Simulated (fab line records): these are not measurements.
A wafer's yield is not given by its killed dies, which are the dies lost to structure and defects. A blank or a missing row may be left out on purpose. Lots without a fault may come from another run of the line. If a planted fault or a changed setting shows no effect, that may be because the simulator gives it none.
2 desks looking at one fault | flow sky130 | what lay behind the numbers comes last; until then each desk has only its own

== THE TOOL OWNER'S DESK: litho track-04 ==
At SKY_VIA4_SOFTBAKE_07 (time 60 s), the tool's own readings, given per lot that ran on this tool as the mean of the sampled wafers with a number. If a lot's mean is further than 4 standard deviations from the usual mean, the lot is out of limits and carries the mark OUT (the distance appears in the brackets).
Columns: A = run length s at SKY_VIA4_SOFTBAKE_07, usual 89.11 s
lot  | first seen here | A
L593 | day 43 11:59    | 89.43
L601 | day 45 13:07    | 90.70 (+5.5) OUT
L603 | day 46 01:23    | 90.69 (+5.4) OUT
This desk's verdict: out of limits on L601, L603, starting with L601 at day 45 13:07 (run length s at SKY_VIA4_SOFTBAKE_07). Within limits: L593.

== METROLOGY DESK ==
What the gauges read, lot by lot, whatever tool the lot ran on: means of the sampled wafers that have a number. If a lot's mean is further than 4 standard deviations from the usual mean, the lot is out of limits and carries the mark OUT (the distance appears in the brackets).
Columns: A = VIA4_OVL at SKY_VIA4_OVL_MEAS_11, usual -0.7 nm
lot  | first seen here | A
L591 | day 43 03:54    | -0.2
L593 | day 43 23:14    | -1.0
L594 | day 44 03:26    | -0.7
L595 | day 44 05:33    | -0.4
L601 | day 45 23:39    | 0.8
L603 | day 46 11:40    | 0.7
L605 | day 46 15:31    | 0.2
L606 | day 46 21:32    | -0.7
L607 | day 47 03:45    | 0.4
L608 | day 47 12:32    | -2.2
L609 | day 47 17:03    | -1.9
L612 | day 48 12:15    | -1.2
L614 | day 48 18:56    | -1.3
This desk found nothing out of limits on any of the 13 lots.

== ALL TOGETHER ==
The tool owner's desk had the chance to raise an alarm at day 45 13:07 on L601, L603.
Nothing out of limits was seen by the metrology desk.
The metrology desk has L601, L603 on record, within its limits.
All the named lots went through SKY_VIA4_SOFTBAKE_07 on litho track-04.

== WHAT WAS PUT IN BY THE SIMULATOR ==
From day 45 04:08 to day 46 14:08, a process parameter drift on litho track-04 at SKY_VIA4_SOFTBAKE_07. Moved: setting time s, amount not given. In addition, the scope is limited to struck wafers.
Shown lots that were struck: L601, L603.
Time in hours from fault onset to the first out-of-limits reading at each desk: the tool owner's desk, 9.
